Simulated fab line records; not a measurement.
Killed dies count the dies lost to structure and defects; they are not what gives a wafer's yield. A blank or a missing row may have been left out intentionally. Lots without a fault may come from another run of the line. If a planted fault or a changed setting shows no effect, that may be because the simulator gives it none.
fab line records	flow sky130
record: lots: 6	wafers: 18	last_day: 50
route steps=708 shown DNWELL@35 PWDE@45 PAD_OPEN@708
lots untouched by any fault: they come from a run of this same line in which no faults occurred
start_h: hours from the record's opening day to when the first of the lot's shown wafers began	wait_h: time in hours since the lot's previous step	" identical to the entry in the row above	L1.1+2: a single row standing in for several wafers	- no value, or no start given	* or withheld: withheld	< > ~ a bound
route shown NAME@n: a module of which the file shows steps, and the number in the route of the first	usual: average and standard deviation across the fault-free wafers	same: alike in all rows	chamber/n: place in a boat	sites: per-site readings	_std_site: standard deviation across them	_edge_site: the outer-site mean with the inner-site mean subtracted	radius_mm: for every site, how far away it sits from the centre of the wafer	mask NAME#n: copy n	behind: the most recent tool/chamber to have shaped the wafer	hold: cause of the lot's hold/its duration in hours/its outcome	device: transistor that didn't switch, given as n, p or np	end of line: the same wafers' tests at the end of the route	for a step that has no rows: nothing shown but its recipe	killed: dies that structure and defects cost at the first sort, which is not the same as the wafer's yield	map: the dies of a wafer, with x for killed, . for not killed, _ for no die there
set.NAME: the setting as run; set.NAME@STEP: as run at that earlier step	model.NAME: the simulator's own value behind a step, which no gauge read
a table for each step, a row for each wafer; lots at some steps of the route
services: the hour from which a tool's chamber was out of use, counted from the record's first day as start_h (under 0 if before that day), plus the number of hours and why
== steps ==
step: SKY_DNWELL_DEHYDRATE_00
recipe: temp_c: 200	time_s: 60
step: SKY_DNWELL_HMDS_01
recipe: prime_time_s: 60	prime_temp_c: 120
step: SKY_DNWELL_COAT_02
recipe: spin_rpm: 2000	resist_thk_nm: 3000
step: SKY_DNWELL_SOFTBAKE_03
recipe: temp_c: 110	time_s: withheld
step: SKY_DNWELL_EXPOSE_04
recipe: mask_id: DNM	na: 0.57	target_cd_nm: 3000	dose_mj: 222
step: SKY_DNWELL_PEB_05
recipe: temp_c: 115	time_s: withheld
step: SKY_DNWELL_DEVELOP_06
recipe: wall_angle_deg: 90	developer: TMAH	develop_time_s: 60	dev_temp_c: 23
step: SKY_DNWELL_IMPLANT_07
recipe: species: P	energy_kev: withheld	dose_cm2: withheld	tilt_deg: withheld
step: SKY_DNWELL_STRIP_08
recipe: chemistry: O2/N2	power_w: 1400	pressure_mtorr: 1500	platen_temp_c: withheld	o2_flow_sccm: 3000	n2_flow_sccm: 300	overash_fraction: 0.5
usual: chamber_pressure_mTorr: 1499.9/1.3	drypump_motor_current_A: 5.42/0.29	oes_product_au: 0.722/0.0044	strip_time_to_endpoint_s: 36.91/0.11
lot.wafer	tool	chamber	start_h	wait_h	chamber_pressure_mTorr	drypump_motor_current_A	oes_product_au	rf_hours_counter_h	strip_time_to_endpoint_s
L449.3	plasma_asher-01	1	57.72	0.1	1499.6	5.36	0.717	-	36.98
L449.5	"	1	"	"	1498.4	5.36	0.723	-	36.96
L449.6	"	0	"	"	1501.3	5.93	0.716	-	37.02
L455.1	plasma_asher-02	1	91.99	0.1	1501.1	5.00	0.719	42	36.84
L455.3	"	0	"	"	1500.7	5.07	0.728	-	36.86
L455.5	"	0	"	"	1498.3	5.09	0.717	-	37.01
L460.3	plasma_asher-02	1	117.63	0.1	1497.8	5.02	0.717	-	36.88
L460.5	"	1	"	"	1499.1	5.01	0.727	-	36.82
L460.6	"	0	"	"	1498.7	5.11	0.720	-	36.91
L462.1	plasma_asher-04	0	125.69	0.1	1497.5	5.58	0.720	1	36.92
L462.2	"	1	"	"	1499.4	5.54	0.721	1	36.88
L462.6	"	0	"	"	1499.3	5.58	0.732	-	36.84
L466.3	plasma_asher-02	0	152.18	0.1	1499.4	5.09	0.718	-	36.71
L466.4	"	1	"	"	1500.2	5.02	0.726	-	36.76
L466.6	"	1	"	"	1498.9	5.00	0.718	-	36.80
L471.2	plasma_asher-01	0	179.99	0.1	1499.6	5.91	0.715	47	36.92
L471.3	"	0	"	"	1500.5	5.91	0.722	-	36.94
L471.5	"	1	"	"	1499.8	5.35	0.724	-	36.90
step: SKY_DNWELL_TW_MEAS_09
usual: DNWELL_TW: 1108/6.1
lot.wafer	tool	chamber	start_h	wait_h	DNWELL_TW
L449.3	film_metro-01	-	57.81	0.1	1103
L449.5	"	-	"	"	1104
L449.6	"	-	"	"	1105
L455.1	film_metro-01	-	92.09	0.1	1099
L455.3	"	-	"	"	1098
L455.5	"	-	"	"	1094
L460.3	film_metro-03	-	117.71	0.1	1120
L460.5	"	-	"	"	1117
L460.6	"	-	"	"	1116
L462.1	film_metro-01	-	125.79	0.1	1099
L462.2	"	-	"	"	1106
L462.6	"	-	"	"	1103
L466.3	film_metro-03	-	152.26	0.1	1109
L466.4	"	-	"	"	1105
L466.6	"	-	"	"	1104
L471.2	film_metro-02	-	180.10	0.1	1100
L471.3	"	-	"	"	1110
L471.5	"	-	"	"	1113
step: SKY_PWDE_DEHYDRATE_00
recipe: temp_c: 200	time_s: 60
step: SKY_PWDE_HMDS_01
recipe: prime_time_s: 60	prime_temp_c: 120
step: SKY_PWDE_COAT_02
recipe: spin_rpm: 2000	resist_thk_nm: 3000
lot.wafer	tool	chamber	start_h	wait_h	model.coat_of_PWDE_COAT_02.thk_nm
L449.3	litho_track-01	0	65.17	0.1	2999
L449.5	"	0	"	"	2997
L449.6	"	0	"	"	2998
L455.1	litho_track-03	0	100.34	0.1	962.1
L455.3	"	0	"	"	961.8
L455.5	"	0	"	"	957.1
L460.3	litho_track-03	0	126.94	0.1	957.4
L460.5	"	0	"	"	955.7
L460.6	"	0	"	"	958
L462.1	litho_track-01	0	134.92	0.1	3017
L462.2+6	"	0	"	"	3013
L466.3	litho_track-01	0	161.82	0.1	2999
L466.4+6	"	0	"	"	2992
L471.2+3	litho_track-03	0	189.52	0.1	2995
L471.5	"	0	"	"	3002
step: SKY_PWDE_SOFTBAKE_03
recipe: temp_c: 110	time_s: withheld
step: SKY_PWDE_EXPOSE_04
recipe: mask_id: PWDEM	na: 0.6	source_shape: conventional	sigma_outer: 0.6	polarization: unpolarized	target_cd_nm: 840	dose_mj: 214
step: SKY_PWDE_PEB_05
recipe: temp_c: 115	time_s: withheld
step: SKY_PWDE_DEVELOP_06
recipe: wall_angle_deg: 90	developer: TMAH	develop_time_s: 60	dev_temp_c: 23
lot.wafer	tool	chamber	start_h	wait_h	model.coat_of_PWDE_COAT_02.thk_nm
L449.3	litho_track-03	0	-	-	2995
L449.5	"	0	"	"	2993
L449.6	"	0	"	"	2994
L455.1	litho_track-02	0	-	-	957.8
L455.3	"	0	"	"	957.5
L455.5	"	0	"	"	952.8
L460.3	litho_track-02	0	-	-	953.1
L460.5	"	0	"	"	951.4
L460.6	"	0	"	"	953.7
L462.1	litho_track-03	0	-	-	3013
L462.2+6	"	0	"	"	3009
L466.3	litho_track-03	0	-	-	2994
L466.4+6	"	0	"	"	2988
L471.2+3	litho_track-02	0	-	-	2991
L471.5	"	0	"	"	2998
step: SKY_PWDE_OVL_MEAS_07
usual: PWDE_OVL: 0.1/1.4
lot.wafer	tool	chamber	start_h	wait_h	PWDE_OVL[nm]
L449.3	overlay-02	-	73.95	-	-1.5
L449.5	"	-	"	"	-1.5
L449.6	"	-	"	"	-2.2
L455.1	overlay-01	-	109.99	-	0.7
L455.3	"	-	"	"	2.6
L455.5	"	-	"	"	0.9
L460.3	overlay-02	-	135.90	-	1.3
L460.5	"	-	"	"	-0.5
L460.6	"	-	"	"	0.5
L462.1	overlay-02	-	144.94	-	-0.7
L462.2	"	-	"	"	-1.4
L462.6	"	-	"	"	-0.4
L466.3	overlay-02	-	171.90	-	0.2
L466.4	"	-	"	"	0.2
L466.6	"	-	"	"	0.2
L471.2	overlay-02	-	201.04	-	-0.9
L471.3	"	-	"	"	-1.4
L471.5	"	-	"	"	-0.8
step: SKY_PWDE_IMPLANT_08
recipe: species: B	energy_kev: 150	dose_cm2: 3.6e+12	tilt_deg: withheld
step: SKY_PWDE_STRIP_09
recipe: chemistry: O2/N2	power_w: 1400	pressure_mtorr: 1500	platen_temp_c: withheld	o2_flow_sccm: 3000	n2_flow_sccm: 300	overash_fraction: 0.5
usual: chamber_pressure_mTorr: 1500.2/1.2	drypump_motor_current_A: 5.5/0.48	oes_product_au: 0.722/0.0046	strip_time_to_endpoint_s: 36.94/0.12
lot.wafer	tool	chamber	start_h	wait_h	chamber_pressure_mTorr	drypump_motor_current_A	oes_product_au	rf_hours_counter_h	strip_time_to_endpoint_s
L449.3	plasma_asher-02	1	74.16	0.1	1500.6	5.0	0.721	-	36.88
L449.5	"	0	"	"	1501.6	5.1	0.725	-	36.86
L449.6	"	1	"	"	1502.8	5.0	0.732	-	36.88
L455.1	plasma_asher-02	0	110.18	0.1	1499.2	5.1	0.723	44	12.97
L455.3	"	0	"	"	1499.3	5.1	0.714	-	12.95
L455.5	"	0	"	"	1498.7	5.1	0.710	-	12.89
L460.3	plasma_asher-01	0	136.11	0.1	1500.4	5.9	0.720	-	12.90
L460.5	"	0	"	"	1500.5	5.9	0.726	-	12.88
L460.6	"	1	"	"	1499.8	5.4	0.711	-	12.91
L462.1	plasma_asher-02	0	145.13	0.1	1498.7	5.1	0.720	48	37.11
L462.2	"	1	"	"	1501.1	5.0	0.731	48	37.05
L462.6	"	1	"	"	1501.1	5.0	0.723	-	37.06
L466.3	plasma_asher-01	0	172.11	0.1	1499.6	5.9	0.718	-	36.89
L466.4	"	1	"	"	1501.9	5.4	0.721	-	36.81
L466.6	"	0	"	"	1501.1	5.9	0.727	-	36.84
L471.2	plasma_asher-03	0	201.22	0.1	1500.5	5.5	0.723	38	36.85
L471.3	"	0	"	"	1501.7	5.6	0.722	-	36.84
L471.5	"	1	"	"	1501.5	6.4	0.718	-	36.96
step: SKY_PWDE_TW_MEAS_10
usual: PWDE_TW: 371.6/2
lot.wafer	tool	chamber	start_h	wait_h	PWDE_TW
L449.3	film_metro-01	-	74.25	0.1	370.6
L449.5	"	-	"	"	368.9
L449.6	"	-	"	"	369.2
L455.1	film_metro-03	-	110.28	0.1	372.9
L455.3	"	-	"	"	374.7
L455.5	"	-	"	"	373.4
L460.3	film_metro-03	-	136.20	0.1	371.8
L460.5	"	-	"	"	371.9
L460.6	"	-	"	"	372.1
L462.1	film_metro-03	-	145.23	0.1	371.4
L462.2	"	-	"	"	371.6
L462.6	"	-	"	"	370.5
L466.3	film_metro-02	-	172.20	0.1	371.7
L466.4	"	-	"	"	373.5
L466.6	"	-	"	"	370.2
L471.2	film_metro-03	-	201.33	0.1	373.7
L471.3	"	-	"	"	375.3
L471.5	"	-	"	"	374.4
step: SKY_PAD_OPEN_PROBE_99
usual: killed_at_M0_to_M3: 44/7.8	killed_at_M4_up: 3.1/1.7	killed_at_contacts: 25/5.1	killed_at_front_end: 15/4.4	killed_at_other: 0.5/0.68	killed_dies: 88/9.9	killed_on_rim: 17/3.9	killed_open: 48/6.9	killed_short: 39/6.5
same: gross_dies: 492	killed_at_back_side: 0
lot.wafer	tool	chamber	start_h	wait_h	killed_at_M0_to_M3	killed_at_M4_up	killed_at_contacts	killed_at_front_end	killed_at_other	killed_dies	killed_on_rim	killed_open	killed_short
L449.3	prober-01	-	1081.21	0.2	50	8	26	12	1	97	20	59	37
L449.5	prober-01	-	1081.31	0.2	34	6	28	10	0	78	12	38	38
L449.6	prober-01	-	1081.36	0.2	62	4	26	22	0	114	20	61	52
L455.1	prober-01	-	1118.96	0.1	52	3	22	398	0	475	96	43	39
L455.3	prober-01	-	1119.06	0.2	50	2	30	393	0	475	95	51	50
L455.5	prober-01	-	1119.16	0.2	58	6	13	404	0	481	96	51	40
L460.3	prober-01	-	1144.12	0.2	49	5	30	397	0	481	96	45	56
L460.5	prober-01	-	1144.22	0.2	50	3	25	402	0	480	96	47	43
L460.6	prober-01	-	1144.27	0.2	59	1	13	407	1	481	96	43	47
killed by level:class
L449.3 CONTACT:geometric_particle:open=13 VIA3:geometric_particle:open=11 VIA1:geometric_particle:open=10 VIA2:geometric_particle:open=7 METAL1:geometric_particle:short=6 METAL4:geometric_particle:short=6 LI_CONTACT:geometric_particle:open=5 POLY_GATE:geometric_particle:short=5
L449.5 LI_CONTACT:geometric_particle:open=11 VIA1:geometric_particle:short=8 CONTACT:geometric_particle:short=7 CONTACT:geometric_particle:open=6 VIA3:geometric_particle:open=6 VIA1:geometric_particle:open=4 METAL1:geometric_particle:short=4 METAL4:geometric_particle:short=4
L449.6 VIA1:geometric_particle:open=19 CONTACT:geometric_particle:open=9 VIA3:geometric_particle:open=8 FIELD_ISO:geometric_particle:short=7 VIA1:geometric_particle:short=7 METAL3:geometric_particle:short=5 LI_CONTACT:geometric_particle:open=5 CONTACT:geometric_particle:short=5
L455.1 PWDE:area_expose=393 VIA1:geometric_particle:short=10 METAL1:geometric_particle:short=10 LI_CONTACT:geometric_particle:open=8 VIA1:geometric_particle:open=8 VIA3:geometric_particle:open=8 VIA2:geometric_particle:open=7 CONTACT:geometric_particle:short=5
L455.3 PWDE:area_expose=374 VIA1:geometric_particle:open=11 LI_CONTACT:geometric_particle:open=10 CONTACT:geometric_particle:short=8 METAL2:geometric_particle:short=8 FIELD_ISO:geometric_particle:short=6 CONTACT:geometric_particle:open=6 METAL1:geometric_particle:short=6
L455.5 PWDE:area_expose=390 VIA1:geometric_particle:open=14 METAL1:geometric_particle:short=8 CONTACT:geometric_particle:open=7 VIA3:geometric_particle:open=7 VIA2:geometric_particle:open=6 VIA1:geometric_particle:short=5 VIA3:geometric_particle:short=5
L460.3 PWDE:area_expose=379 CONTACT:geometric_particle:open=12 VIA1:geometric_particle:short=9 VIA1:geometric_particle:open=9 LOCAL_INTERCONNECT:geometric_particle:short=7 LI_CONTACT:geometric_particle:open=6 METAL1:geometric_particle:short=6 VIA2:geometric_particle:open=5
L460.5 PWDE:area_expose=389 CONTACT:geometric_particle:open=12 VIA1:geometric_particle:short=9 VIA1:geometric_particle:open=9 LI_CONTACT:geometric_particle:open=6 VIA2:geometric_particle:open=6 VIA3:geometric_particle:open=6 CONTACT:geometric_particle:short=5
L460.6 PWDE:area_expose=389 VIA1:geometric_particle:open=12 METAL1:geometric_particle:short=10 VIA1:geometric_particle:short=10 VIA3:geometric_particle:open=10 METAL2:geometric_particle:short=7 POLY_GATE:geometric_particle:open=6 LOCAL_INTERCONNECT:geometric_particle:short=5
map L455.5 (x killed, . not)
__________xxxxxxxxxx_________
________xxxxxxxxxxxxxx_______
______xxxxxxxxxxxxxxxxxx_____
_____xxxxxxxxxxxxxxxxxxxx____
____xxxxxxxxxxxxxxxxxxxxxx___
___xxxxxxxxx.x.xxxxxxxxxxxx__
__xxxxxxxxxxxxxxxx.xxxxxxxxx_
_xxxxxxxxxxxxxxxxxxxxxxxxxxxx
_xxxxxxxxxxxxxxxxxxxxx.xxxxxx
_xxxxxxxxxxxxxxxxxxxxxxxxxxxx
_xxxxxxxxxxxxx.xxxxxxxxxxxxxx
_xxxxxxxxxxx.xxxxxxxxxxxxxxxx
_xxxxxxxxxxxxx.xxxxxxxxxxxxxx
_xxxxxxxxxx.xxxxx..xxxxxxxxxx
_xxxxxxxxxxxxxxxxxxxxxxxxxxxx
__xxxxxxxxxxxxxxxxxxxxxxxxxx_
___xxxxxxxxxxxxx.xxxxxxxxxx__
____xxxxxxxxxxxxxxxxxxxxxx___
_____xxxxxxxxxxxxxxxxxxxx____
______xxxxxxxxxxxxxxxxxx_____
________xxxxxxxxxxxxxx_______
__________xxxxxxxxxx_________
map L460.3 (x killed, . not)
__________xxxxxxxxxx_________
________xxxxxxxxxxxxxx_______
______xxxxxx.xxxxxxxxxxx_____
_____xxxxxxxxxxxxxxxxxxxx____
____xxxxxxxxxxxxxxxxxxxxxx___
___xxxxxxxxxxxxx.xxxxxxxxxx__
__xxxxxxxxxxxxxxxxxxxxxxxxxx_
_xxxxxxxxxx.xxxxxxxxxxxxxxxxx
_xxxxxxxxxxxxxxxx.xxxxxxxxxxx
_xxxxxxxxxxxxxxxxxxxxxxxxxxxx
_xxxx.xxxxxx.x.xxxxxxxxxxxxxx
_xxxxx.xxxxxxx.xxxxxxxxxxxxxx
_xxxxxxxxxxxx.xxxxxxxxxxxxxxx
_xxxxxxxx.xxxxxxxxxxxxxxxxxxx
_xxxxxxxxxxxxxxxxxxxxxxxxxxxx
__xxxxxxxxxxxxxxxxxxxxxxxxxx_
___xxxxxxxxxxxxxxxxxxxxxxxx__
____xxxxxxxxxxxxxxxxxxxxxx___
_____xxxxxxxxxxxxxxxxxxxx____
______xxxxxxxxxxxxxxxxxx_____
________xxxxxxxxxxxxxx_______
__________xxxxxxxxxx_________
== services ==
tool	chamber	start_h	hours	kind
plasma_asher-01	-	40.97	1.3	repair
plasma_asher-03	-	98.55	0.9	repair
litho_track-01	-	103.08	-	consumable_replace:filter
plasma_asher-04	-	108.75	9.0	pm
plasma_asher-04	0	108.75	9.0	vent_cycle
plasma_asher-04	1	108.75	9.0	vent_cycle
plasma_asher-04	0	117.75	-	clean
plasma_asher-04	1	117.75	-	clean
plasma_asher-01	-	139.17	2.2	repair
plasma_asher-04	-	166.90	2.8	pm
plasma_asher-03	-	176.04	9.6	pm
== key ==
first_sign: step: SKY_PWDE_STRIP_09	reading: strip_time_to_endpoint_s	direction: down	sigmas: 99+	usual: *	struck: *
effect: step: SKY_PAD_OPEN_PROBE_99	reading: killed_at_front_end	direction: up	sigmas: 87	usual: 15	struck: 400
model_effect: step: SKY_PWDE_COAT_02	value: coat_of_PWDE_COAT_02.thk_nm	without: 3000	struck: 958.7
model_effect: step: SKY_PWDE_DEVELOP_06	value: coat_of_PWDE_COAT_02.thk_nm	without: 2995	struck: 954.4
more_kills_born_at: SKY_PWDE_EXPOSE_04@iline_stepper-02: 2314
met_at SKY_PWDE_COAT_02
struck_wafers L455.1,L455.3,L455.5,L460.3,L460.5,L460.6
tester_left_out L455,L460
fault: kind: process_parameter_drift	tool: litho_track-03	chamber: -	onset_h: 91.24	steps: SKY_PWDE_COAT_02	channel: resist_thk_nm	offset: -2041.2	shape: step	end_h: 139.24	acts_in: these_recipes_only	stated: 3000
tester_left_out: of these lots the tester's yield and bins aren't shown, on N5 and GAA mostly nor the transistor test; their killed dies are dies lost to structure and defects alone, not to doping, threshold or leakage, so they don't give the yield
